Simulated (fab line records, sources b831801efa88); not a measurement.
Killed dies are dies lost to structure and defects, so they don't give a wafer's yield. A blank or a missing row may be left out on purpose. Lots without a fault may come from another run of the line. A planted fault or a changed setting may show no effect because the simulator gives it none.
One fault seen from 2 desks | flow gf180mcu | each desk has only its own numbers; what lay behind them comes last

THE METROLOGY DESK
What the gauges read, lot by lot, whatever tool the lot ran on: means of the sampled wafers that have a number. A lot is out of limits, marked OUT, if its mean lies more than 4 standard deviations from the usual mean; the brackets give that distance.
Columns: A = V5_W_THK at GF_V5_THK_MEAS_25, usual 355 nm; B = PASSIVATION_BOW at GF_PASSIVATION_BOW_MEAS_14, usual 139 um
lot  | first seen here | A   | B
L621 | day 27 03:19    | 349 | 137
L622 | day 27 12:38    | 356 | 137
L623 | day 27 19:23    | 357 | 135
L624 | day 28 03:58    | 366 | 139
L625 | day 28 10:29    | 355 | 148
L627 | day 29 02:39    | 355 | 135
L628 | day 29 10:28    | 350 | 124
L629 | day 29 15:59    | 346 | 121
L630 | day 29 22:11    | 354 | 139
L636 | day 31 14:43    | 349 | 121
L640 | day 32 12:09    | 355 | 145
L643 | day 33 08:22    | 359 | 157
This desk's finding: nothing out of limits on any of the 12 lots.

THE TOOL OWNER'S DESK: rie_diel-01
The tool's own readings at GF_V2_ETCH_16 (etches BARC in N2/H2): means of the sampled wafers that have a number, for each lot that ran on this tool. A lot is out of limits, marked OUT, if its mean lies more than 4 standard deviations from the usual mean; the brackets give that distance.
Columns: A = chamber_pressure_mTorr at GF_V2_ETCH_16, usual 30.004 mTorr; B = drypump_motor_current_A at GF_V2_ETCH_16, usual 5.7 A; C = oes_product_au at GF_V2_ETCH_16, usual 0.855 a.u.; D = rf_fwd_power_W at GF_V2_ETCH_16, usual 495.2 W; E = throttle_valve_pct at GF_V2_ETCH_16, usual 13.225 %
lot  | first seen here | A      | B   | C     | D     | E
L622 | day 20 13:28    | 29.994 | 5.7 | 0.854 | 494.2 | 13.229
L623 | day 20 22:10    | 29.997 | 6.0 | 0.854 | 494.6 | 13.230
L629 | day 23 03:28    | 30.010 | 5.9 | 0.857 | 496.4 | 13.216
L636 | day 25 13:19    | 30.007 | 5.8 | 0.851 | 495.9 | 13.223
L640 | day 26 16:16    | 29.987 | 5.8 | 0.856 | 496.9 | 13.220
This desk's finding: nothing out of limits on any of the 5 lots.

PUT TOGETHER
The metrology desk saw nothing out of limits.
The tool owner's desk saw nothing out of limits.

WHAT THE SIMULATOR HAD PUT IN
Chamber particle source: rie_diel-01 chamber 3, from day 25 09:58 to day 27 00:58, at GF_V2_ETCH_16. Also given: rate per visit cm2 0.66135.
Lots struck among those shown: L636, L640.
